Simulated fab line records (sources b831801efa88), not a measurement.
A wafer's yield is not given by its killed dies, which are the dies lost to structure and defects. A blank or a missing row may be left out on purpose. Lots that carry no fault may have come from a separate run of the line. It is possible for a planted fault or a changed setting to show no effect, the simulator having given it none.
Which of the tools did it? | flow sky130 | 36 wafers from 12 lots sampled at 2 of the route's 708 steps

## WHAT THE GAUGES READ, wafer by wafer
SKY_SD_N_RS_MEAS_16: a four-point-probe measurement. Usual: for SD_N_RS the level is 68.64 ohm/sq and the standard deviation is 0.13.
lot  | measured     | on            | SD_N_RS (ohm/sq)  | flag
L435 | day 28 13:40 | film metro-01 | 68.82 68.81 68.60 |
L436 | day 28 14:40 | film metro-02 | 68.79 68.47 68.77 |
L439 | day 29 17:52 | film metro-03 | 68.34 68.45 68.33 |
L441 | day 30 03:38 | film metro-01 | 68.75 68.69 68.71 |
L442 | day 30 13:31 | film metro-03 | 68.51 68.46 68.49 |
L444 | day 31 02:45 | film metro-03 | 68.38 68.29 68.50 |
L455 | day 34 07:13 | film metro-02 | 68.57 68.56 68.63 |
L457 | day 35 03:28 | film metro-01 | 68.74 68.73 68.64 |
L458 | day 35 04:37 | film metro-02 | 68.61 68.53 68.68 |
L446 | day 36 17:37 | film metro-01 | 68.68 68.73 68.62 |
L447 | day 37 02:50 | film metro-01 | 68.84 68.91 68.59 |
L448 | day 37 02:25 | film metro-03 | 68.60 68.64 68.59 |

## WHAT TOOL EACH LOT RAN ON (gives the tool, then ch and the chambers of the sampled wafers, and finally the start)
lot  | SKY_POLY_GATE_CVD_00
L435 | lpcvd-01 ch 1, day 14 13:38
L436 | lpcvd-01 ch 0, day 14 13:38
L439 | lpcvd-01 ch 1, day 15 16:36
L441 | lpcvd-01 ch 0, day 16 05:22
L442 | lpcvd-01 ch 0, day 16 15:46
L444 | lpcvd-01 ch 1, day 17 01:59
L455 | lpcvd-01 ch 1, day 20 22:43
L457 | lpcvd-01 ch 0, day 21 19:16
L458 | lpcvd-01 ch 1, day 21 22:52
L446 | lpcvd-01 ch 1, day 22 20:50
L447 | lpcvd-01 ch 0, day 23 08:18
L448 | lpcvd-01 ch 1, day 23 08:18
- SKY_POLY_GATE_CVD_00: deposits poly-Si, target thk 180 nm, time 720 s.

## WHAT THE TOOLS THEMSELVES READ (means of the sampled wafers that have a number; where no wafer has one, the mark that the record gives instead)
SKY_POLY_GATE_CVD_00. Usual: pressure mtorr 200.0 mTorr, standard deviation 0.44; spike tc lower C 620.9 C, standard deviation 1.3; zone power bottom pct 12.7 %, standard deviation 0.44; zone power centre pct 8.55 %, standard deviation 0.18.
lot  | tool     | pressure mtorr (mTorr) | spike tc lower C (C) | zone power bottom pct (%) | zone power centre pct (%) | flag
L435 | lpcvd-01 | 199.9                  | 619.1                | 13.1                      | 8.33                      |
L436 | lpcvd-01 | 200.4                  | 621.4                | 12.3                      | 8.68                      |
L439 | lpcvd-01 | 200.9                  | 619.5                | 13.2                      | 8.45                      |
L441 | lpcvd-01 | 200.2                  | 622.3                | 12.4                      | 8.66                      |
L442 | lpcvd-01 | 200.0                  | 621.5                | 12.4                      | 8.63                      |
L444 | lpcvd-01 | 200.5                  | 619.9                | 13.1                      | 8.42                      |
L455 | lpcvd-01 | 199.5                  | 619.7                | 13.3                      | 8.34                      |
L457 | lpcvd-01 | 199.8                  | 622.0                | 12.3                      | 8.62                      |
L458 | lpcvd-01 | 200.0                  | 618.3                | 13.2                      | 8.41                      |
L446 | lpcvd-01 | 199.9                  | 620.0                | 13.2                      | 8.38                      |
L447 | lpcvd-01 | 199.4                  | 621.8                | 12.5                      | 8.75                      |
L448 | lpcvd-01 | 200.0                  | 621.1                | 12.9                      | 8.43                      |

## THE ANSWER, worked out from the rows above alone
Rule: take the mean of a lot's wafers that have a number; if it is more than 3 standard deviations from the usual mean, the lot is off. Also off: a lot with no number at a reading for which 4 or more lots have one. All remaining lots with rows at the step are treated as sound. Order of review: gauges by route order, followed by the tools' own readings, for which a lot's mean as printed above is used. At the first step where some lot is off, the reading lying furthest off is the one used; lots without a number count as furthest.
No lot is off at any reading shown: from this, nothing can be told.

## WHAT HAD BEEN PUT IN BY THE SIMULATOR
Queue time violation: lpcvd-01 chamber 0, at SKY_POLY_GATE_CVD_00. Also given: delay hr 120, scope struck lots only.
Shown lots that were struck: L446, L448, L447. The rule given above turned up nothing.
